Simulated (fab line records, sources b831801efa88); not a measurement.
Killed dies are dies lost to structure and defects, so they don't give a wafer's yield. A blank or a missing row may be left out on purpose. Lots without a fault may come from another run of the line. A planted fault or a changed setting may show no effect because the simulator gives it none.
fab line records | flow sky130 | part 1 of 2: steps 1 to 27 of 37
record lots=5 wafers=15 last_day=50
route steps=708 shown POLY_GATE@222 LDD_N@237 LDD_P@255
lots that met no fault: from a run of the same line without faults
start_h: hours from the record's first day to the start of the lot's first wafer shown | wait_h: hours since the lot's step before | " the same as in the row above | L1.1+2: a row that stands for several wafers | - no value, or no start given | * or withheld: withheld | < > ~ a bound
route shown NAME@n: a module of which the file shows steps, and the number in the route of the first | usual: mean/standard deviation of fault-free wafers | same: alike in all rows | chamber/n: place in a boat | sites: the reading at each site | _std_site: their standard deviation | _edge_site: outer sites' mean less inner sites' | radius_mm: how far each site lies from the wafer's centre | mask NAME#n: copy n | behind: the tool/chamber that last shaped the wafer | hold: why the lot was held/for how many hours/how that ended | device: the transistor (n, p or np) that didn't switch | end of line: the same wafers' tests at the end of the route | a step without rows: its recipe alone | killed: dies lost to structure and defects at the first sort, not the wafer's yield | map: a wafer's dies, x killed, . not, _ none there
set.NAME: the setting as run; set.NAME@STEP: as run at that earlier step | model.NAME: the simulator's own value behind a step, which no gauge read
lots at some steps of the route; a table a step, a row a wafer
services: from which hour (start_h, from the record's first day; less than 0 if before it) a tool's chamber was out of use, for how many hours, and why
## steps
# step SKY_POLY_GATE_COAT_08
# recipe resist=KrF-thick spin_rpm=3000 resist_thk_nm=450
# usual dispense_pressure_kPa=57.4/1.9
# columns lot.wafer tool chamber start_h wait_h dispense_pressure_kPa
L074.1 litho_track-03 0 - - 59.2
L074.5 " 0 " " 59.1
L074.6 " 0 " " 59.1
L075.1 litho_track-03 0 - - 59.1
L075.4 " 0 " " 59.2
L075.5 " 0 " " 59.1
L089.1 litho_track-01 0 - - 54.6
L089.3 " 0 " " 54.7
L089.4 " 0 " " 54.7
L090.3 litho_track-01 0 - - 54.6
L090.4 " 0 " " 54.6
L090.5 " 0 " " 54.6
L097.1 litho_track-03 0 - - 59.2
L097.5 " 0 " " 59.2
L097.6 " 0 " " 59.3
# step SKY_POLY_GATE_SOFTBAKE_09
# recipe temp_c=100 time_s=90 resist=KrF-thick
# columns lot.wafer tool chamber start_h wait_h
L074.1+5+6 litho_track-03 0 - -
L075.1+4+5 litho_track-03 0 - -
L089.1+3+4 litho_track-01 0 - -
L090.3+4+5 litho_track-01 0 - -
L097.1+5+6 litho_track-03 0 - -
# step SKY_POLY_GATE_EXPOSE_10
# recipe mask_id=P1M na=0.68 source_shape=conventional sigma_outer=0.6 target_cd_nm=150 dose_mj=28
# columns lot.wafer tool chamber start_h wait_h mask
L074.1+5+6 krf_scanner-02 0 - - P1M#0
L075.1+4+5 krf_scanner-01 0 - - P1M#0
L089.1+3+4 krf_scanner-02 0 - - P1M#0
L090.3+4+5 krf_scanner-02 0 - - P1M#0
L097.1+5+6 krf_scanner-02 0 - - P1M#0
# step SKY_POLY_GATE_PEB_11
# recipe peb_temp_c=withheld peb_time_s=withheld resist=KrF-thick
# columns lot.wafer tool chamber start_h wait_h
L074.1+5+6 litho_track-04 0 - -
L075.1+4+5 litho_track-01 0 - -
L089.1+3+4 litho_track-04 0 - -
L090.3+4+5 litho_track-04 0 - -
L097.1+5+6 litho_track-03 0 - -
# step SKY_POLY_GATE_DEVELOP_12
# recipe develop_time_s=60 resist=KrF-thick dev_temp_c=21
# columns lot.wafer tool chamber start_h wait_h
L074.1+5+6 litho_track-04 0 - -
L075.1+4+5 litho_track-01 0 - -
L089.1+3+4 litho_track-04 0 - -
L090.3+4+5 litho_track-04 0 - -
L097.1+5+6 litho_track-03 0 - -
# step SKY_POLY_GATE_CD_MEAS_13
# recipe target_cd_nm=150
# usual cd_nm=149.8/1.3
# columns lot.wafer tool chamber start_h wait_h cd_nm
L074.1 cd_sem-02 - 352.97 - 149.5
L074.5 " - " " 150.2
L074.6 " - " " 149.1
L075.1 cd_sem-01 - 372.22 - 153.1
L075.4 " - " " 152.4
L075.5 " - " " 152.6
L089.1 cd_sem-02 - 506.42 - 150.1
L089.3 " - " " 150.5
L089.4 " - " " 149.5
L090.3 cd_sem-01 - 509.36 - 149.7
L090.4 " - " " 147.4
L090.5 " - " " 148.9
L097.1 cd_sem-02 - 568.61 - 150.4
L097.5 " - " " 150.3
L097.6 " - " " 150.6
# step SKY_POLY_GATE_OVL_MEAS_14
# usual POLY_GATE_OVL=0/4.2
# columns lot.wafer tool chamber start_h wait_h POLY_GATE_OVL[nm]
L074.1 overlay-02 - 353.09 0.1 0
L074.5 " - " " -3
L074.6 " - " " -5
L075.1 overlay-02 - 372.34 0.1 6
L075.4 " - " " 1
L075.5 " - " " 7
L089.1 overlay-01 - 506.54 0.1 8
L089.3 " - " " 3
L089.4 " - " " 2
L090.3 overlay-01 - 509.45 0.1 2
L090.4 " - " " 7
L090.5 " - " " -1
L097.1 overlay-01 - 568.73 0.1 3
L097.5 " - " " 6
L097.6 " - " " 0
# step SKY_POLY_GATE_ETCH_15
# recipe chemistry=N2/H2 target=BARC ion_energy_ev=200 source_w=500 bias_w=100 pressure_mtorr=30 n2_flow_sccm=100 h2_flow_sccm=200 stop_on=SiO2 time_s=118.5 target_depth_a=1100
# usual bias_w=100.0/0.31 drypump_motor_current_A=5.7/0.34 oes_product_au=0.712/0.0046 throttle_valve_pct=13.212/0.0094
# columns lot.wafer tool chamber start_h wait_h bias_w drypump_motor_current_A oes_product_au rf_hours_counter_h throttle_valve_pct
L074.1 rie_diel-02 1 353.13 0.0 99.6 5.0 0.706 91 13.211
L074.5 " 0 " " 99.8 5.5 0.720 - 13.197
L074.6 " 1 " " 100.0 5.0 0.716 - 13.227
L075.1 rie_diel-02 3 372.37 0.0 100.4 6.2 0.708 6 13.202
L075.4 " 2 " " 99.9 5.2 0.712 4 13.201
L075.5 " 2 " " 100.2 5.2 0.715 - 13.198
L089.1 rie_diel-01 2 506.58 0.0 99.9 5.4 0.714 79 13.225
L089.3 " 0 " " 100.3 5.8 0.712 25 13.204
L089.4 " 3 " " 100.1 6.0 0.715 1 13.204
L090.3 rie_diel-03 3 509.48 0.0 100.1 5.8 0.723 4 13.212
L090.4 " 3 " " 99.9 5.9 0.712 - 13.210
L090.5 " 1 " " 99.9 6.0 0.716 - 13.208
L097.1 rie_diel-03 2 568.77 0.0 100.2 5.6 0.710 77 13.202
L097.5 " 3 " " 99.8 5.9 0.710 - 13.206
L097.6 " 2 " " 100.5 5.6 0.716 - 13.218
# step SKY_POLY_GATE_ETCH_16
# recipe stop_on=poly-Si chemistry=CH3F/O2 target=Si3N4 source_w=400 bias_w=80 pressure_mtorr=25 ch3f_flow_sccm=40 O2_flow_sccm=30 time_s=152.6 target_depth_a=750
# usual drypump_motor_current_A=5.7/0.34 oes_product_au=0.639/0.0047 throttle_valve_pct=10.536/0.0092
# columns lot.wafer tool chamber start_h wait_h drypump_motor_current_A oes_product_au rf_hours_counter_h throttle_valve_pct
L074.1 rie_diel-02 1 353.21 0.0 5.1 0.635 91 10.542
L074.5 " 0 " " 5.5 0.638 - 10.537
L074.6 " 1 " " 5.1 0.636 - 10.536
L075.1 rie_diel-02 3 372.45 0.0 6.2 0.638 6 10.532
L075.4 " 2 " " 5.2 0.629 4 10.534
L075.5 " 2 " " 5.2 0.644 - 10.536
L089.1 rie_diel-01 2 506.66 0.0 5.3 0.634 79 10.545
L089.3 " 0 " " 5.8 0.632 25 10.536
L089.4 " 3 " " 6.1 0.634 1 10.556
L090.3 rie_diel-03 3 509.56 0.0 5.8 0.635 4 10.536
L090.4 " 3 " " 5.8 0.646 - 10.527
L090.5 " 1 " " 6.0 0.633 - 10.538
L097.1 rie_diel-03 2 568.85 0.0 5.6 0.644 77 10.537
L097.5 " 3 " " 5.8 0.646 - 10.532
L097.6 " 2 " " 5.6 0.641 - 10.530
# step SKY_POLY_GATE_ETCH_17
# recipe target_depth_nm=180 stop_on=SiO2 over_etch_frac=0.56667 chemistry=HBr/Cl2 target=poly-Si icp_w=400 bias_w=100 pressure_mtorr=10 HBr_flow_sccm=150 Cl2_flow_sccm=50 time_s=70.5
# usual bias_w=99.99/0.27 drypump_motor_current_A=5.94/0.23 mfc_cl2_sccm=50.00/0.16 oes_product_au=0.982/0.0088 throttle_valve_pct=33.684/0.0092
# columns lot.wafer tool chamber start_h wait_h bias_w drypump_motor_current_A mfc_cl2_sccm oes_product_au rf_hours_counter_h throttle_valve_pct
L074.1 rie_si-02 1 353.31 0.0 99.69 6.08 49.76 0.976 16 33.676
L074.5 " 0 " " 99.93 5.98 50.01 0.985 - 33.687
L074.6 " 3 " " 100.19 5.90 49.66 0.974 - 33.695
L075.1 rie_si-01 1 372.55 0.0 99.83 5.98 50.27 0.991 67 33.688
L075.4 " 2 " " 99.66 6.04 50.04 0.980 64 33.691
L075.5 " 3 " " 100.16 5.64 50.06 0.987 - 33.679
L089.1 rie_si-02 3 506.76 0.0 100.08 5.84 49.86 0.969 4 33.696
L089.3 " 2 " " 99.81 6.19 50.13 0.973 2 33.671
L089.4 " 0 " " 99.92 6.01 50.16 0.981 3 33.682
L090.3 rie_si-01 3 509.66 0.0 99.73 5.67 49.95 0.987 5 33.682
L090.4 " 2 " " 99.85 6.05 50.03 0.992 0 33.672
L090.5 " 1 " " 100.07 6.01 50.12 0.984 - 33.699
L097.1 rie_si-02 1 568.95 0.0 100.17 6.13 50.03 0.989 18 33.685
L097.5 " 2 " " 99.81 6.18 49.98 0.981 - 33.682
L097.6 " 0 " " 99.59 5.99 50.29 0.988 - 33.696
# step SKY_POLY_GATE_STRIP_18
# recipe chemistry=O2/N2 power_w=1400 pressure_mtorr=1500 platen_temp_c=withheld o2_flow_sccm=3000 n2_flow_sccm=300 overash_fraction=0.5
# usual drypump_motor_current_A=6.0/0.38 oes_product_au=0.358/0.005 strip_time_to_endpoint_s=3.13/0.051
# columns lot.wafer tool chamber start_h wait_h drypump_motor_current_A oes_product_au rf_hours_counter_h strip_time_to_endpoint_s
L074.1 plasma_asher-02 0 353.36 0.0 5.8 0.353 62 3.08
L074.5 " 0 " " 5.9 0.350 - 3.12
L074.6 " 1 " " 5.2 0.349 - 3.04
L075.1 plasma_asher-04 0 372.61 0.0 5.8 0.357 58 3.13
L075.4 " 1 " " 6.4 0.357 - 3.12
L075.5 " 1 " " 6.4 0.359 - 3.11
L089.1 plasma_asher-04 1 506.81 0.0 6.4 0.362 64 3.11
L089.3 " 1 " " 6.4 0.363 - 3.21
L089.4 " 0 " " 5.8 0.361 - 3.15
L090.3 plasma_asher-04 1 509.75 0.1 6.4 0.362 - 3.17
L090.4 " 0 " " 5.8 0.361 - 3.16
L090.5 " 0 " " 5.8 0.356 - 3.15
L097.1 plasma_asher-03 0 569.01 0.0 6.2 0.357 92 3.07
L097.5 " 1 " " 6.2 0.355 - 3.21
L097.6 " 0 " " 6.2 0.353 - 3.04
# step SKY_POLY_GATE_CLEAN_19
# recipe chemistry=SC1/SC2 mix=1:4:20 temp_c=70 time_s=150 dry=n2_spin
# columns lot.wafer tool chamber start_h wait_h
L074.1+5+6 wet_bench-03 3 353.46 0.1
L075.1+4+5 wet_bench-01 3 372.71 0.1
L089.1+3+4 wet_bench-01 2 506.91 0.1
L090.3+4+5 wet_bench-04 0 509.81 0.0
L097.1+5+6 wet_bench-03 0 569.11 0.1
# step SKY_POLY_GATE_OXIDATION_20
# recipe temp_c=850 ambient=O2 stabilise_s=600 purge_s=300 target_thk_a=40 ox_time_s=899
# usual ox_temp_c_max=856.5/1 spike_tc_bottom_C=865/3.5 tube_center_temp_C_max=852.2/0.34 zone_power_bottom_pct=22.1/0.83
# columns lot.wafer tool chamber start_h wait_h ox_temp_c_max spike_tc_bottom_C tube_center_temp_C_max zone_power_bottom_pct
L074.1 furnace-02 0 355.86 2.3 856.7 861 851.9 21.5
L074.5 " 0 " " 856.4 864 852.1 21.7
L074.6 " 0 " " 857.7 862 852.0 21.8
L075.1 furnace-02 0 373.32 0.6 857.8 862 852.1 21.7
L075.4 " 0 " " 855.9 863 852.2 21.5
L075.5 " 0 " " 855.8 862 852.6 21.3
L089.1 furnace-02 0 507.45 0.5 855.3 864 852.0 21.8
L089.3 " 0 " " 855.8 863 852.2 21.3
L089.4 " 0 " " 856.3 862 852.3 21.6
L090.3 furnace-02 0 509.86 0.0 856.5 862 851.8 21.9
L090.4 " 0 " " 858.1 864 852.4 21.4
L090.5 " 0 " " 856.7 862 852.3 22.0
L097.1 furnace-02 0 569.21 0.0 854.9 864 852.3 21.5
L097.5 " 0 " " 855.1 863 853.2 21.8
L097.6 " 0 " " 857.4 862 852.0 22.0
# step SKY_POLY_GATE_THK_MEAS_21
# recipe reads=SiO2_of_POLY_GATE_OXIDATION_20
# usual POLY_GATE_OXIDATION_THK=3.99/0.083
# columns lot.wafer tool chamber start_h wait_h POLY_GATE_OXIDATION_THK[nm]
L074.1 film_metro-02 - 357.11 0.0 3.97
L074.5 " - " " 3.93
L074.6 " - " " 3.89
L075.1 film_metro-04 - 374.57 0.0 3.99
L075.4 " - " " 3.88
L075.5 " - " " 3.98
L089.1 film_metro-04 - 508.70 0.0 4.05
L089.3 " - " " 4.17
L089.4 " - " " 4.16
L090.3 film_metro-04 - 511.13 0.0 3.97
L090.4 " - " " 3.90
L090.5 " - " " 3.89
L097.1 film_metro-04 - 570.46 0.0 3.88
L097.5 " - " " 3.86
L097.6 " - " " 3.79
# step SKY_POLY_GATE_CD_MEAS_22
# usual cd_nm=150/3.4
# columns lot.wafer tool chamber start_h wait_h cd_nm
L074.1 cd_sem-02 - 357.17 0.1 153
L074.5 " - " " 156
L074.6 " - " " 149
L075.1 cd_sem-02 - 374.63 0.1 152
L075.4 " - " " 149
L075.5 " - " " 149
L089.1 cd_sem-01 - 508.76 0.1 150
L089.3 " - " " 153
L089.4 " - " " 147
L090.3 cd_sem-01 - 511.23 0.1 147
L090.4 " - " " 144
L090.5 " - " " 150
L097.1 cd_sem-02 - 570.52 0.1 152
L097.5 " - " " 152
L097.6 " - " " 152
# step SKY_LDD_N_DEHYDRATE_00
# recipe temp_c=200 time_s=60
# columns lot.wafer tool chamber start_h wait_h
L074.1+5+6 litho_track-01 0 370.92 13.7
L075.1+4+5 litho_track-03 0 388.51 13.9
L089.1+3+4 litho_track-02 0 522.76 14.0
L090.3+4+5 litho_track-03 0 525.61 14.4
L097.1+5+6 litho_track-01 0 584.11 13.6
# step SKY_LDD_N_HMDS_01
# recipe prime_time_s=60 prime_temp_c=120
# columns lot.wafer tool chamber start_h wait_h
L074.1+5+6 litho_track-01 0 371.07 0.1
L075.1+4+5 litho_track-03 0 388.66 0.1
L089.1+3+4 litho_track-02 0 522.91 0.1
L090.3+4+5 litho_track-03 0 525.76 0.1
L097.1+5+6 litho_track-01 0 584.26 0.1
# step SKY_LDD_N_COAT_02
# recipe resist=NOVOLAK spin_rpm=3000 resist_thk_nm=300
# usual dispense_pressure_kPa=57.2/1.9
# columns lot.wafer tool chamber start_h wait_h dispense_pressure_kPa
L074.1 litho_track-01 0 371.22 0.1 54.6
L074.5 " 0 " " 54.6
L074.6 " 0 " " 54.6
L075.1 litho_track-03 0 388.81 0.1 59.2
L075.4 " 0 " " 59.1
L075.5 " 0 " " 59.2
L089.1 litho_track-02 0 523.06 0.1 57.4
L089.3 " 0 " " 57.3
L089.4 " 0 " " 57.4
L090.3 litho_track-03 0 525.91 0.1 59.1
L090.4 " 0 " " 59.1
L090.5 " 0 " " 59.1
L097.1 litho_track-01 0 584.41 0.1 54.5
L097.5 " 0 " " 54.4
L097.6 " 0 " " 54.5
# step SKY_LDD_N_SOFTBAKE_03
# recipe temp_c=90 time_s=60 resist=NOVOLAK
# columns lot.wafer tool chamber start_h wait_h
L074.1+5+6 litho_track-01 0 371.37 0.1
L075.1+4+5 litho_track-03 0 388.96 0.1
L089.1+3+4 litho_track-02 0 523.21 0.1
L090.3+4+5 litho_track-03 0 526.06 0.1
L097.1+5+6 litho_track-01 0 584.56 0.1
# step SKY_LDD_N_EXPOSE_04
# recipe mask_id=NTM target_cd_nm=840 na=0.6 source_shape=conventional sigma_outer=0.6 dose_mj=110
# columns lot.wafer tool chamber start_h wait_h mask
L074.1+5+6 iline_stepper-02 0 - - NTM#0
L075.1+4+5 iline_stepper-02 0 - - NTM#0
L089.1+3+4 iline_stepper-02 0 - - NTM#0
L090.3+4+5 iline_stepper-02 0 - - NTM#0
L097.1+5+6 iline_stepper-02 0 - - NTM#0
# step SKY_LDD_N_PEB_05
# recipe temp_c=withheld time_s=* resist=NOVOLAK
# columns lot.wafer tool chamber start_h wait_h
L074.1+5+6 litho_track-01 0 - -
L075.1+4+5 litho_track-02 0 - -
L089.1+3+4 litho_track-01 0 - -
L090.3+4+5 litho_track-02 0 - -
L097.1+5+6 litho_track-01 0 - -
# step SKY_LDD_N_DEVELOP_06
# recipe develop_time_s=60 dev_temp_c=23
# columns lot.wafer tool chamber start_h wait_h
L074.1+5+6 litho_track-01 0 386.17 0.1
L075.1+4+5 litho_track-02 0 403.76 0.1
L089.1+3+4 litho_track-01 0 537.71 0.1
L090.3+4+5 litho_track-02 0 540.56 0.1
L097.1+5+6 litho_track-01 0 598.21 0.1
# step SKY_LDD_N_OVL_MEAS_07
# usual LDD_N_OVL=-0.1/1.5
# columns lot.wafer tool chamber start_h wait_h LDD_N_OVL[nm]
L074.1 overlay-02 - 386.32 0.1 -0.8
L074.5 " - " " -0.6
L074.6 " - " " -2.6
L075.1 overlay-01 - 403.91 0.1 0.1
L075.4 " - " " -0.7
L075.5 " - " " -1.2
L089.1 overlay-01 - 537.86 0.1 0.1
L089.3 " - " " -1.0
L089.4 " - " " -0.6
L090.3 overlay-01 - 540.67 0.1 -0.6
L090.4 " - " " -2.5
L090.5 " - " " -0.7
L097.1 overlay-02 - 598.36 0.1 0.6
L097.5 " - " " -1.6
L097.6 " - " " -2.2
# step SKY_LDD_N_IMPLANT_08
# recipe species=As energy_kev=20 dose_cm2=7.5e+13 tilt_deg=withheld rotation_deg=23
# usual beam_on_s=9.98/0.21 rotation_deg=22.999/0.021
# columns lot.wafer tool chamber start_h wait_h beam_on_s rotation_deg
L074.1 implanter-03 0 386.35 0.0 9.78 22.994
L074.5 " 0 " " 10.23 23.020
L074.6 " 0 " " 10.01 23.011
L075.1 implanter-03 0 403.95 0.0 10.19 23.013
L075.4 " 0 " " 9.65 22.988
L075.5 " 0 " " 9.98 23.002
L089.1 implanter-02 0 537.90 0.0 9.84 22.993
L089.3 " 0 " " 10.38 22.988
L089.4 " 0 " " 10.05 22.978
L090.3 implanter-02 0 540.74 0.1 9.71 22.966
L090.4 " 0 " " 10.07 22.969
L090.5 " 0 " " 9.88 22.973
L097.1 implanter-04 0 598.40 0.0 10.08 22.969
L097.5 " 0 " " 9.99 23.019
L097.6 " 0 " " 10.18 23.003
# step SKY_LDD_N_IMPLANT_09
# recipe species=As energy_kev=20 dose_cm2=7.5e+13 tilt_deg=withheld rotation_deg=113
# usual beam_on_s=9.99/0.2 rotation_deg=113.00/0.027
# columns lot.wafer tool chamber start_h wait_h beam_on_s rotation_deg
L074.1 implanter-03 0 386.50 0.1 10.01 113.00
L074.5 " 0 " " 10.45 113.04
L074.6 " 0 " " 10.42 113.01
L075.1 implanter-03 0 404.10 0.1 10.28 113.00
L075.4 " 0 " " 9.91 113.00
L075.5 " 0 " " 9.91 112.95
L089.1 implanter-02 0 538.05 0.1 10.05 113.05
L089.3 " 0 " " 9.97 113.02
L089.4 " 0 " " 9.84 113.04
L090.3 implanter-02 0 540.89 0.1 10.34 113.01
L090.4 " 0 " " 10.22 113.00
L090.5 " 0 " " 10.04 112.97
L097.1 implanter-04 0 598.55 0.1 10.16 113.00
L097.5 " 0 " " 10.03 112.99
L097.6 " 0 " " 10.06 113.00
# step SKY_LDD_N_IMPLANT_10
# recipe species=As energy_kev=20 dose_cm2=7.5e+13 tilt_deg=withheld rotation_deg=203
# usual beam_on_s=10.00/0.21 rotation_deg=203.00/0.036
# columns lot.wafer tool chamber start_h wait_h beam_on_s rotation_deg
L074.1 implanter-03 0 386.65 0.1 9.98 203.04
L074.5 " 0 " " 10.10 203.00
L074.6 " 0 " " 10.07 202.95
L075.1 implanter-03 0 404.25 0.1 10.15 203.01
L075.4 " 0 " " 10.44 202.95
L075.5 " 0 " " 9.96 202.98
L089.1 implanter-02 0 538.20 0.1 10.08 203.02
L089.3 " 0 " " 10.00 202.99
L089.4 " 0 " " 9.73 202.98
L090.3 implanter-02 0 541.04 0.1 9.82 203.00
L090.4 " 0 " " 9.94 202.96
L090.5 " 0 " " 9.87 203.02
L097.1 implanter-04 0 598.70 0.1 10.25 203.01
L097.5 " 0 " " 10.18 203.04
L097.6 " 0 " " 9.64 203.00
# step SKY_LDD_N_IMPLANT_11
# recipe species=As energy_kev=20 dose_cm2=7.5e+13 tilt_deg=withheld rotation_deg=293
# usual beam_on_s=10.00/0.2 rotation_deg=293.00/0.052
# columns lot.wafer tool chamber start_h wait_h beam_on_s rotation_deg
L074.1 implanter-03 0 386.80 0.1 10.12 293.04
L074.5 " 0 " " 9.76 293.03
L074.6 " 0 " " 9.70 292.94
L075.1 implanter-03 0 404.40 0.1 10.06 292.95
L075.4 " 0 " " 10.24 293.07
L075.5 " 0 " " 10.05 293.05
L089.1 implanter-02 0 538.35 0.1 10.12 292.98
L089.3 " 0 " " 10.22 292.98
L089.4 " 0 " " 10.04 292.96
L090.3 implanter-02 0 541.19 0.1 9.94 293.00
L090.4 " 0 " " 9.78 293.03
L090.5 " 0 " " 9.91 293.03
L097.1 implanter-04 0 598.85 0.1 10.35 292.92
L097.5 " 0 " " 10.06 292.96
L097.6 " 0 " " 9.89 293.06
